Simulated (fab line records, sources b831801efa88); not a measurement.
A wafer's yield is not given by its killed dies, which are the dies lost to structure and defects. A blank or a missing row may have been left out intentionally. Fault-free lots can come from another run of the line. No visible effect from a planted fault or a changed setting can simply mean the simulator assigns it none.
Problem report, 8D (eight disciplines) form, completed by code / flow gf180mcu / the parts of the form that need people (team, actions taken, sign-off) are left out

## 1. WHAT WENT WRONG
SALICIDE_TIN_RS at GF_SALICIDE_RS_MEAS_04 reads a mean of 8.6 ohm/sq on 1 wafer of 1 lot; wafers without a fault read 16.3 ohm/sq with a standard deviation of 0.37. That is -21 standard deviations from the usual mean.
The step: measures by four-point-probe.
First seen on wafer L835.5, day 22 12:50, on film-metro-02. The record has a number at this step for 39 wafers belonging to 13 lots. By rule, "out" or "out of limits" means more than 4 standard deviations away from the usual mean. The other wafers with a number count as sound.

## 2. WHAT IT IS; WHAT IT IS NOT
question=which readings at this step; is=SALICIDE_TIN_RS; is not=-
question=which lots; is=L835; is not=L815, L816, L817, L818, L820, L824, L825, L827, L828, L830, L831, L832
question=which wafers of those lots; is=L835.5; is not=L835.1, L835.4
question=read on which gauges; is=film-metro-02; is not=film-metro-03, film-metro-04
question=when; is=from day 22 12:50; is not=up to then (38 sound wafers)

## 3. THE SUSPECTS, EACH WITH WHAT RULES IT OUT
Counting: any tool at a process step up to the reading remains a suspect provided it ran every lot that is out. Sound lots after the first of them don't rule it out here, since some wafers of a struck lot are sound.
- the gauge at GF_SALICIDE_RS_MEAS_04: kept. All the wafers that are out were read on film-metro-02, and no step on other tools shows them out.
- pvd-sputter-04 at GF_SALICIDE_SPUTTER_02 (material Co, target thk 10 nm, time 20 s): kept. The lot that is out, L835, ran on it at day 22 12:38; the last sound lot it ran before that was L828, at day 19 18:33.
Remaining after the count are pvd-sputter-04 at GF_SALICIDE_SPUTTER_02 and film-metro-02 at GF_SALICIDE_RS_MEAS_04.

## 4. THE CAUSE (what the simulator had put in)
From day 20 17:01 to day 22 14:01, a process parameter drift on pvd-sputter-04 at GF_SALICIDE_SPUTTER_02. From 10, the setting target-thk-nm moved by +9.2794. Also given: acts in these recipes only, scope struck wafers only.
Counting leaves 2 suspects; this tool is one of them.

## 5. THE CHAIN OF EFFECTS, in route order
One row per reading whose mean, taken over the struck wafers that have a number, lies over 3 standard deviations from the usual. Scope: only readings with a usual standard deviation given in the record; hours: median across lots of the time from each lot's start at the first step in this table that gives one to its start at this step; sigmas: change in usual standard deviations.
hours=0; step=GF_SALICIDE_RS_MEAS_04; reading=SALICIDE_TIN_RS; usual=16.3 ohm/sq; on struck wafers=8.6; change=-7.7; sigmas=-21

## 6. HOW IT WOULD HAVE BEEN CAUGHT EARLIER
The first out-of-limits reading at a measuring or inspecting step in this record came at day 22 12:50, 44 hours after the fault's start at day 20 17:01.
Of the tool readings at GF_SALICIDE_SPUTTER_02 for which the record gives a usual standard deviation, none was out on any struck wafer, so an alarm limit of 4 standard deviations on them would not have fired.
Each of the lots that are out, 1 in all, had begun GF_SALICIDE_SPUTTER_02 on pvd-sputter-04 no later than day 22 12:50. Holding the tool at that point would not have protected any of them.
